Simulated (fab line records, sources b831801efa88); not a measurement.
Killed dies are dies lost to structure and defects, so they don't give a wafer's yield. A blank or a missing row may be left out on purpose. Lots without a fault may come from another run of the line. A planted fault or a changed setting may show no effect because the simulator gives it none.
fab line records | flow sky130
record lots=6 wafers=18 last_day=50
route steps=708 shown CONTACT@422 METAL1@434 PAD_OPEN@708
lots that met no fault: from a run of the same line without faults
start_h: hours from the record's first day to the start of the lot's first wafer shown | wait_h: hours since the lot's step before | " the same as in the row above | L1.1+2: a row that stands for several wafers | - no value, or no start given | * or withheld: withheld | < > ~ a bound
route shown NAME@n: a module of which the file shows steps, and the number in the route of the first | usual: mean/standard deviation of fault-free wafers | same: alike in all rows | chamber/n: place in a boat | sites: the reading at each site | _std_site: their standard deviation | _edge_site: outer sites' mean less inner sites' | radius_mm: how far each site lies from the wafer's centre | mask NAME#n: copy n | behind: the tool/chamber that last shaped the wafer | hold: why the lot was held/for how many hours/how that ended | device: the transistor (n, p or np) that didn't switch | end of line: the same wafers' tests at the end of the route | a step without rows: its recipe alone | killed: dies lost to structure and defects at the first sort, not the wafer's yield | map: a wafer's dies, x killed, . not, _ none there
set.NAME: the setting as run; set.NAME@STEP: as run at that earlier step | model.NAME: the simulator's own value behind a step, which no gauge read
lots at some steps of the route; a table a step, a row a wafer
services: from which hour (start_h, from the record's first day; less than 0 if before it) a tool's chamber was out of use, for how many hours, and why
## steps
# step SKY_CONTACT_ETCH_16
# recipe chemistry=N2/H2 target=BARC ion_energy_ev=200 source_w=500 bias_w=100 pressure_mtorr=30 n2_flow_sccm=100 h2_flow_sccm=200 stop_on=SiO2 time_s=45.9 target_depth_a=600
# usual bias_w=100.03/0.29 drypump_motor_current_A=5.8/0.5 oes_product_au=0.855/0.0048 throttle_valve_pct=13.225/0.008
# same time_s=45.9
# columns lot.wafer tool chamber start_h wait_h bias_w drypump_motor_current_A oes_product_au rf_hours_counter_h throttle_valve_pct
L399.2 rie_diel-03 3 748.26 0.0 99.63 6.1 0.855 43 13.223
L399.3 " 1 " " 99.72 5.0 0.855 20 13.232
L399.5 " 3 " " 99.49 6.2 0.853 - 13.216
L404.2 rie_diel-04 3 796.51 0.0 99.96 5.3 0.853 4 13.213
L404.3 " 2 " " 99.68 5.8 0.856 5 13.227
L404.4 " 1 " " 99.44 6.6 0.859 - 13.234
L408.2 rie_diel-02 2 826.06 0.0 100.22 5.5 0.855 19 13.223
L408.5 " 3 " " 100.16 6.1 0.849 - 13.231
L408.6 " 2 " " 100.14 5.5 0.848 - 13.217
L410.2 rie_diel-02 3 837.16 0.0 100.14 6.0 0.858 9 13.222
L410.3 " 2 " " 99.98 5.5 0.858 20 13.225
L410.5 " 3 " " 100.49 6.0 0.855 - 13.221
L416.4 rie_diel-02 1 878.86 0.0 100.09 5.6 0.849 9 13.212
L416.5 " 3 " " 100.04 6.0 0.856 - 13.226
L416.6 " 2 " " 100.28 5.5 0.851 - 13.232
L419.1 rie_diel-03 1 899.76 0.0 99.79 5.0 0.854 25 13.227
L419.4 " 0 " " 100.51 5.9 0.861 18 13.229
L419.5 " 0 " " 100.60 5.9 0.854 - 13.220
# step SKY_CONTACT_ETCH_17
# recipe target=SiO2 chemistry=C4F8/O2/Ar stop_on=Si3N4 mask_material=KrF-thick source_w=1500 bias_w=1200 pressure_mtorr=40 c4f8_flow_sccm=withheld O2_flow_sccm=6 Ar_flow_sccm=300 time_s=withheld target_depth_a=3400
# step SKY_CONTACT_ETCH_18
# recipe target=Si3N4 chemistry=CHF3/O2 stop_on=TiN source_w=600 bias_w=200 pressure_mtorr=40 chf3_flow_sccm=50 O2_flow_sccm=5 time_s=39 target_depth_a=750
# usual bias_w=200.0/0.59 drypump_motor_current_A=5.8/0.5 oes_product_au=0.854/0.0078 throttle_valve_pct=8.793/0.0091
# same time_s=39
# columns lot.wafer tool chamber start_h wait_h bias_w drypump_motor_current_A oes_product_au rf_hours_counter_h throttle_valve_pct
L399.2 rie_diel-03 3 - - 201.2 6.2 0.852 43 8.790
L399.3 " 1 " " 199.6 4.9 0.847 20 8.784
L399.5 " 3 " " 200.0 6.1 0.858 - 8.796
L404.2 rie_diel-04 3 - - 200.0 5.2 0.843 4 8.793
L404.3 " 2 " " 200.5 5.8 0.851 5 8.791
L404.4 " 1 " " 199.9 6.6 0.854 - 8.784
L408.2 rie_diel-02 2 - - 199.5 5.5 0.834 19 8.773
L408.5 " 3 " " 200.8 6.0 0.855 - 8.790
L408.6 " 2 " " 199.7 5.5 0.857 - 8.779
L410.2 rie_diel-02 3 - - 199.7 6.0 0.855 9 8.793
L410.3 " 2 " " 199.9 5.5 0.838 20 8.790
L410.5 " 3 " " 199.6 6.1 0.854 - 8.790
L416.4 rie_diel-02 1 - - 199.6 5.6 0.853 9 8.792
L416.5 " 3 " " 199.9 6.0 0.864 - 8.789
L416.6 " 2 " " 200.6 5.5 0.856 - 8.794
L419.1 rie_diel-03 1 - - 200.4 4.9 0.844 25 8.800
L419.4 " 0 " " 199.1 5.9 0.864 18 8.796
L419.5 " 0 " " 199.8 5.9 0.864 - 8.800
# step SKY_CONTACT_STRIP_19
# recipe chemistry=O2/N2 power_w=1400 pressure_mtorr=1500 platen_temp_c=withheld o2_flow_sccm=3000 n2_flow_sccm=300 overash_fraction=0.5
# usual drypump_motor_current_A=5.8/0.33 oes_product_au=0.381/0.0048 strip_time_to_endpoint_s=3.619/0.028
# columns lot.wafer tool chamber start_h wait_h drypump_motor_current_A oes_product_au rf_hours_counter_h strip_time_to_endpoint_s
L399.2 plasma_asher-04 1 748.40 - 5.9 0.385 32 3.672
L399.3 " 0 " " 5.6 0.379 - 3.629
L399.5 " 0 " " 5.6 0.392 - 3.668
L404.2 plasma_asher-01 1 796.64 - 5.5 0.380 96 3.636
L404.3 " 0 " " 6.3 0.374 - 3.590
L404.4 " 1 " " 5.5 0.396 - 3.636
L408.2 plasma_asher-04 0 826.19 - 5.6 0.374 39 3.577
L408.5 " 1 " " 5.9 0.378 - 3.618
L408.6 " 0 " " 5.6 0.381 - 3.556
L410.2 plasma_asher-03 0 837.29 - 5.1 0.384 9 3.630
L410.3 " 0 " " 5.1 0.383 - 3.584
L410.5 " 1 " " 6.0 0.385 - 3.613
L416.4 plasma_asher-04 1 879.03 - 5.9 0.381 - 3.617
L416.5 " 1 " " 5.9 0.379 - 3.591
L416.6 " 0 " " 5.6 0.386 - 3.562
L419.1 plasma_asher-04 1 899.89 - 5.9 0.381 47 3.597
L419.4 " 1 " " 5.9 0.378 - 3.654
L419.5 " 0 " " 5.6 0.380 - 3.648
# step SKY_CONTACT_STRIP_20
# recipe chemistry=post_etch_residue_remover time_s=1200 temp_c=72.5
# step SKY_CONTACT_CLEAN_21
# recipe chemistry=IPA time_s=180 temp_c=25
# step SKY_CONTACT_CLEAN_22
# recipe chemistry=O3/DIW dry=n2_spin
# step SKY_CONTACT_SPUTTER_23
# recipe material=TiN target_thk_nm=20 chamber_pressure_pa=5 power_w=4000 time_s=80
# step SKY_CONTACT_CVD_24
# recipe material=W target_thk_nm=340 time_s=102.12 temp_c=400 pressure_torr=40
# usual heater_power_w=808/110
# same time_s=102.12
# columns lot.wafer tool chamber start_h wait_h heater_power_w
L399.2 cvd_w-02 1 749.05 0.0 681
L399.3 " 0 " " 779
L399.5 " 1 " " 668
L404.2 cvd_w-01 1 797.34 0.0 965
L404.3 " 1 " " 964
L404.4 " 0 " " 861
L408.2 cvd_w-02 0 827.34 0.0 793
L408.5 " 1 " " 669
L408.6 " 0 " " 785
L410.2 cvd_w-01 0 837.97 0.0 852
L410.3 " 0 " " 848
L410.5 " 1 " " 976
L416.4 cvd_w-01 0 880.03 0.1 890
L416.5 " 0 " " 847
L416.6 " 1 " " 966
L419.1 cvd_w-01 0 900.54 0.0 838
L419.4 " 0 " " 857
L419.5 " 1 " " 962
# step SKY_CONTACT_RS_MEAS_25
# recipe thk_meas_gauge=four-point-probe reads=W_of_CONTACT_CVD_24+TiN_of_CONTACT_SPUTTER_23
# usual CONTACT_W_RS=0.339/0.0039
# columns lot.wafer tool chamber start_h wait_h CONTACT_W_RS[ohm/sq]
L399.2 film_metro-02 - 749.18 0.1 0.341
L399.3 " - " " 0.337
L399.5 " - " " 0.341
L404.2 film_metro-02 - 797.47 0.1 0.342
L404.3 " - " " 0.346
L404.4 " - " " 0.347
L408.2 film_metro-01 - 827.47 0.1 0.331
L408.5 " - " " 0.335
L408.6 " - " " 0.333
L410.2 film_metro-02 - 838.10 0.1 0.343
L410.3 " - " " 0.345
L410.5 " - " " 0.342
L416.4 film_metro-02 - 880.16 0.1 0.344
L416.5 " - " " 0.342
L416.6 " - " " 0.342
L419.1 film_metro-04 - 900.65 0.1 0.345
L419.4 " - " " 0.343
L419.5 " - " " 0.338
# step SKY_CONTACT_THK_MEAS_26
# recipe thk_meas_gauge=xrf reads=W_of_CONTACT_CVD_24
# usual CONTACT_W_THK=329/4
# columns lot.wafer tool chamber start_h wait_h CONTACT_W_THK[nm]
L399.2 film_metro-02 - 749.29 0.1 326
L399.3 " - " " 330
L399.5 " - " " 326
L404.2 film_metro-02 - 797.58 0.1 327
L404.3 " - " " 321
L404.4 " - " " 321
L408.2 film_metro-01 - 827.58 0.1 338
L408.5 " - " " 330
L408.6 " - " " 333
L410.2 film_metro-02 - 838.21 0.1 324
L410.3 " - " " 321
L410.5 " - " " 325
L416.4 film_metro-02 - 880.25 0.1 324
L416.5 " - " " 325
L416.6 " - " " 327
L419.1 film_metro-04 - 900.77 0.1 324
L419.4 " - " " 326
L419.5 " - " " 332
# step SKY_CONTACT_CMP_27
# recipe stop_on=SiO2 t_overpolish_s=15 down_force_psi=3.5 platen_rpm=60 target_thk_nm=0 pad_velocity_m_s=0.94248
# step SKY_METAL1_SPUTTER_00
# recipe material=Ti target_thk_nm=15 power_w=3000 time_s=10 chamber_pressure_pa=0.4
# usual throttle_valve_pct=29.4/1.1
# columns lot.wafer tool chamber start_h wait_h throttle_valve_pct model.Ti_of_METAL1_SPUTTER_00.thk_nm
L399.2 pvd_sputter-01 - 749.64 0.1 30.1 14.55
L399.3 " - " " 29.1 14.55
L399.5 " - " " 29.1 14.52
L404.2 pvd_sputter-03 - 797.93 0.1 28.3 14.76
L404.3 " - " " 32.0 14.86
L404.4 " - " " 28.9 14.91
L408.2 pvd_sputter-03 - 828.31 0.2 28.9 15.29
L408.5 " - " " 29.0 4.941
L408.6 " - " " 28.5 15.23
L410.2 pvd_sputter-03 - 838.56 0.1 29.0 4.334
L410.3 " - " " 31.7 14.81
L410.5 " - " " 28.7 4.367
L416.4 pvd_sputter-01 - 880.58 0.2 29.0 14.8
L416.5 " - " " 30.1 14.8
L416.6 " - " " 29.0 14.78
L419.1 pvd_sputter-03 - 901.13 0.2 29.0 15.2
L419.4 " - " " 31.8 15.11
L419.5 " - " " 28.4 15.03
# step SKY_METAL1_SPUTTER_01
# recipe material=TiN target_thk_nm=20 power_w=6500 time_s=16.7 chamber_pressure_pa=0.4
# usual throttle_valve_pct=29.5/1.1
# same time_s=16.7
# columns lot.wafer tool chamber start_h wait_h throttle_valve_pct
L399.2 pvd_sputter-01 - 749.66 0.0 30.4
L399.3 " - " " 29.1
L399.5 " - " " 29.2
L404.2 pvd_sputter-03 - 797.95 0.0 28.7
L404.3 " - " " 32.1
L404.4 " - " " 28.6
L408.2 pvd_sputter-03 - 828.34 0.0 28.7
L408.5 " - " " 29.3
L408.6 " - " " 28.6
L410.2 pvd_sputter-03 - 838.59 0.0 29.2
L410.3 " - " " 31.9
L410.5 " - " " 29.0
L416.4 pvd_sputter-01 - 880.60 0.0 29.4
L416.5 " - " " 30.5
L416.6 " - " " 29.0
L419.1 pvd_sputter-03 - 901.15 0.0 28.9
L419.4 " - " " 32.0
L419.5 " - " " 28.4
# step SKY_PAD_OPEN_PROBE_99
# usual defect_limited_yield=82.6/2.2 killed_at_M0_to_M3=43/7.9 killed_at_M4_up=2.9/1.8 killed_at_contacts=24/5.5 killed_at_front_end=15/4.2 killed_at_other=0.2/0.46 killed_dies=86/11 killed_open=47/8.1 killed_short=39/6.4 sort_bin_3_pad_short=0.9/0.44 sort_bin_5_function=10.3/1.4 sort_bin_6_memory=6.3/1.3 sort_n_pass=406/11 sort_yield_pct=82.6/2.2
# same gross_dies=492 killed_at_back_side=0 sort_bin_4_leakage[%]=0 sort_bin_8_speed[%]=0
# columns lot.wafer tool chamber start_h wait_h defect_limited_yield[%] killed_at_M0_to_M3 killed_at_M4_up killed_at_contacts killed_at_front_end killed_at_other killed_dies killed_open killed_short sort_bin_3_pad_short[%] sort_bin_5_function[%] sort_bin_6_memory[%] sort_n_pass sort_yield_pct[%]
L399.2 prober-02 - 1089.05 0.1 81.3 46 4 28 14 0 92 58 34 1.2 10.8 6.7 400 81.3
L399.3 prober-02 - 1089.10 0.2 82.7 36 0 32 17 0 85 53 32 1.2 10.8 5.3 407 82.7
L399.5 prober-02 - 1089.20 0.2 81.5 54 6 20 11 0 91 42 48 0.6 10.6 7.3 401 81.5
L408.2 prober-01 - 1149.38 0.1 79.5 37 9 31 24 0 101 49 52 1.6 10.2 8.7 391 79.5
L408.5 prober-01 - 1149.53 0.2 84.8 38 2 26 9 0 75 30 45 1.0 7.9 6.3 417 84.8
L408.6 prober-01 - 1149.58 0.2 83.3 44 5 22 11 0 82 40 42 1.4 8.5 6.7 410 83.3
L410.2 prober-01 - 1157.57 0.1 80.5 56 3 22 15 0 96 58 38 1.6 10.6 7.3 396 80.5
L410.3 prober-01 - 1157.62 0.2 84.8 42 6 16 11 0 75 40 35 0.8 10.6 3.9 417 84.8
L410.5 prober-01 - 1157.72 0.2 86.0 37 2 15 15 0 69 40 29 0.6 8.3 5.1 423 86.0
# killed by level:class
L399.2 VIA1:geometric_particle:open=18 CONTACT:geometric_particle:open=11 VIA3:geometric_particle:open=8 CONTACT:geometric_particle:short=7 LI_CONTACT:geometric_particle:open=6 VIA3:geometric_particle:short=5 FIELD_ISO:geometric_particle:short=4 FIELD_ISO:geometric_particle:open=4
L399.3 CONTACT:geometric_particle:open=13 VIA1:geometric_particle:open=12 LI_CONTACT:geometric_particle:open=7 POLY_GATE:geometric_particle:open=6 CONTACT:geometric_particle:short=6 VIA3:geometric_particle:open=6 SPACER:geometric_particle:short=4 METAL2:geometric_particle:short=4
L399.5 METAL1:geometric_particle:short=9 METAL2:geometric_particle:short=9 CONTACT:geometric_particle:open=8 VIA1:geometric_particle:open=8 VIA3:geometric_particle:open=7 CONTACT:geometric_particle:short=6 POLY_GATE:geometric_particle:open=5 VIA3:geometric_particle:short=5
L408.2 CONTACT:geometric_particle:open=9 CONTACT:geometric_particle:short=9 POLY_GATE:geometric_particle:open=8 VIA1:geometric_particle:open=8 METAL4:geometric_particle:short=8 VIA2:geometric_particle:open=7 FIELD_ISO:geometric_particle:open=6 LOCAL_INTERCONNECT:geometric_particle:short=5
L408.5 CONTACT:geometric_particle:open=9 VIA1:geometric_particle:short=9 METAL2:geometric_particle:short=7 CONTACT:geometric_particle:short=6 VIA1:geometric_particle:open=6 LI_CONTACT:geometric_particle:open=5 LOCAL_INTERCONNECT:geometric_particle:short=5 METAL3:geometric_particle:short=5
L408.6 VIA1:geometric_particle:open=12 LI_CONTACT:geometric_particle:open=8 VIA1:geometric_particle:short=8 CONTACT:geometric_particle:open=6 METAL2:geometric_particle:short=6 FIELD_ISO:geometric_particle:short=4 CONTACT:geometric_particle:short=4 METAL1:geometric_particle:short=4
L410.2 VIA1:geometric_particle:open=15 VIA2:geometric_particle:open=12 LI_CONTACT:geometric_particle:open=7 VIA3:geometric_particle:open=7 CONTACT:geometric_particle:open=6 METAL2:geometric_particle:short=6 POLY_GATE:geometric_particle:open=4 CONTACT:geometric_particle:short=4
L410.3 VIA1:geometric_particle:open=12 METAL2:geometric_particle:short=9 LI_CONTACT:geometric_particle:open=8 VIA2:geometric_particle:open=7 CONTACT:geometric_particle:short=5 VIA2:geometric_particle:short=5 METAL4:geometric_particle:short=5 FIELD_ISO:geometric_particle:open=3
L410.5 LI_CONTACT:geometric_particle:open=9 VIA2:geometric_particle:open=7 METAL2:geometric_particle:short=7 VIA1:geometric_particle:short=6 VIA1:geometric_particle:open=6 POLY_GATE:geometric_particle:open=4 CONTACT:geometric_particle:open=4 VIA3:geometric_particle:short=3
## services
# columns tool chamber start_h hours kind
cvd_w-01 - 728.21 14.6 pm
plasma_asher-03 - 733.75 9.0 pm
rie_diel-02 1 734.95 9.5 repair
rie_diel-04 2 736.31 8.8 repair
rie_diel-03 1 739.69 4.9 repair
pvd_sputter-01 - 747.25 1.6 repair
cvd_w-01 - 756.08 0.8 repair
cvd_w-02 - 758.53 0.7 repair
cvd_w-01 0 761.35 7.5 repair
rie_diel-03 3 770.37 - clean
rie_diel-03 3 770.37 21.4 scheduled_down
rie_diel-03 3 770.37 21.4 vent_cycle
pvd_sputter-01 1 781.93 - consumable_replace:kit
pvd_sputter-01 1 781.93 18.0 scheduled_down
rie_diel-04 0 793.97 5.3 repair
plasma_asher-04 - 830.09 0.3 repair
rie_diel-04 - 834.47 0.9 repair
pvd_sputter-01 - 836.52 16.7 repair
rie_diel-02 1 868.69 4.5 repair
rie_diel-04 - 890.11 0.7 repair
rie_diel-02 - 892.52 16.9 repair
pvd_sputter-03 1 893.34 - consumable_replace:kit
pvd_sputter-03 1 893.34 18.0 scheduled_down
pvd_sputter-03 1 893.34 18.0 vent_cycle
## key
first_sign none at tools or gauges
model_effect step=SKY_METAL1_SPUTTER_00 value=Ti_of_METAL1_SPUTTER_00.thk_nm without=15.1 struck=4.547
met_at SKY_METAL1_SPUTTER_00
struck_wafers L408.5,L410.2,L410.5
fault kind=process_parameter_drift tool=pvd_sputter-03 chamber=- onset_h=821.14 steps=SKY_METAL1_SPUTTER_00 channel=target_thk_nm offset=-10.55 shape=step end_h=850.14 acts_in=these_recipes_only stated=15 scope=struck_wafers_only
